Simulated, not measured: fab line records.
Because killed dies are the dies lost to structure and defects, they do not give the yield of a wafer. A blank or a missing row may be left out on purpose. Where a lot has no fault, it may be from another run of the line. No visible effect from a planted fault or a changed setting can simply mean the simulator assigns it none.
One fault through the eyes of 2 desks | flow sky130 | only its own numbers are on each desk; what lay behind them is given at the end

## AT THE TOOL OWNER'S DESK: furnace-02
The tool's own readings at SKY_POLY_GATE_OXIDATION_20 (stabilise 600 s, purge 300 s, target thk 4 nm): means of the sampled wafers that have a number, for each lot that ran on this tool. A lot is out of limits, marked OUT, if its mean lies more than 4 standard deviations from the usual mean; the brackets give that distance. Of its 12 readings 7 are shown: the one that was out of limits first, and those that lie furthest out on some lot.
Columns: A = spike-tc-bottom-C at SKY_POLY_GATE_OXIDATION_20, usual 865 C; B = spike-tc-centre-C at SKY_POLY_GATE_OXIDATION_20, usual 849.7 C; C = spike-tc-lower-C at SKY_POLY_GATE_OXIDATION_20, usual 851.2 C; D = spike-tc-top-C at SKY_POLY_GATE_OXIDATION_20, usual 860.9 C; E = spike-tc-upper-C at SKY_POLY_GATE_OXIDATION_20, usual 850.6 C; F = tube-center-temp-C at SKY_POLY_GATE_OXIDATION_20, usual 850 C; G = tube_center_temp_C_max at SKY_POLY_GATE_OXIDATION_20, usual 852.2
lot  | first seen here | A             | B               | C               | D               | E               | F                     | G
L404 | day 16 13:19    | 863           | 849.9           | 850.1           | 859.7           | 850.4           | 850                   | 851.9
L406 | day 17 12:38    | 813 (-15) OUT | 800.0 (-51) OUT | 800.5 (-51) OUT | 810.7 (-31) OUT | 800.1 (-46) OUT | 799 (-99 or more) OUT | 801.7 (-99 or more) OUT
L407 | day 17 22:12    | 813 (-15) OUT | 799.2 (-52) OUT | 800.2 (-51) OUT | 811.6 (-31) OUT | 799.7 (-46) OUT | 799 (-99 or more) OUT | 801.9 (-99 or more) OUT
L418 | day 22 03:27    | 863           | 848.1           | 850.1           | 860.2           | 851.3           | 850                   | 852.4
L419 | day 22 05:52    | 864           | 849.5           | 850.9           | 860.2           | 851.2           | 850                   | 852.2
L421 | day 22 16:37    | 862           | 848.7           | 850.3           | 859.5           | 850.7           | 850                   | 852.1
L422 | day 23 07:55    | 863           | 849.7           | 850.6           | 860.1           | 849.7           | 850                   | 852.1
L423 | day 23 19:40    | 862           | 850.2           | 850.6           | 859.9           | 851.0           | 850                   | 852.2
L425 | day 24 12:40    | 863           | 849.5           | 851.9           | 860.7           | 850.8           | 850                   | 852.5
Finding of this desk: L406, L407 out of limits; the first was L406 at day 17 12:38, on spike-tc-bottom-C at SKY_POLY_GATE_OXIDATION_20. L404, L418, L419, L421, L422, L423, L425 stayed within limits.

## FROM THE METROLOGY DESK
What the gauges read, lot by lot, whatever tool the lot ran on: means of the sampled wafers that have a number. A lot is out of limits, marked OUT, if its mean lies more than 4 standard deviations from the usual mean; the brackets give that distance.
Columns: A = POLY_GATE_OXIDATION_THK at SKY_POLY_GATE_THK_MEAS_21, usual 3.99 nm; B = LDD_P_OVL at SKY_LDD_P_OVL_MEAS_08, usual 0.1 nm; C = SD_P_TW at SKY_SD_P_TW_MEAS_11, usual 2833
lot  | first seen here | A              | B    | C
L404 | day 16 14:35    | 3.90           | -1.4 | 2850
L406 | day 17 13:53    | 1.85 (-26) OUT | -1.6 | 2853
L407 | day 17 23:28    | 1.95 (-25) OUT | 2.5  | 2831
L416 | day 21 05:35    | 4.01           | -2.6 | 2833
L418 | day 22 04:43    | 4.08           | -0.9 | 2852
L419 | day 22 07:07    | 3.93           | 0.8  | 2825
L421 | day 22 17:52    | 4.00           | -0.4 | 2848
L422 | day 23 09:10    | 3.98           | 0.4  | 2837
L423 | day 23 20:55    | 4.11           | 0.2  | 2801
L424 | day 24 02:20    | 4.14           | 0.2  | 2832
L425 | day 24 13:56    | 3.92           | -0.4 | 2862
This desk's result: L406, L407 out of limits, first on L406 (POLY_GATE_OXIDATION_THK at SKY_POLY_GATE_THK_MEAS_21), day 17 13:53. L404, L416, L418, L419, L421, L422, L423, L424, L425 stayed within limits.

## PUT TOGETHER
At day 17 12:38, on L406, L407, the tool owner's desk was in a position to raise an alarm.
On L406, L407, the metrology desk was in a position to raise an alarm at day 17 13:53.
Every lot named ran SKY_POLY_GATE_OXIDATION_20 on furnace-02.

## WHAT HAD BEEN PUT IN BY THE SIMULATOR
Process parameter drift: furnace-02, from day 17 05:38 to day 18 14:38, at SKY_POLY_GATE_OXIDATION_20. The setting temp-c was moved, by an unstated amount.
Struck lots among those shown: L406, L407.
Delay (hours) between the fault's onset and each desk's first out-of-limits reading: 7 at the tool owner's desk, 8 at the metrology desk.
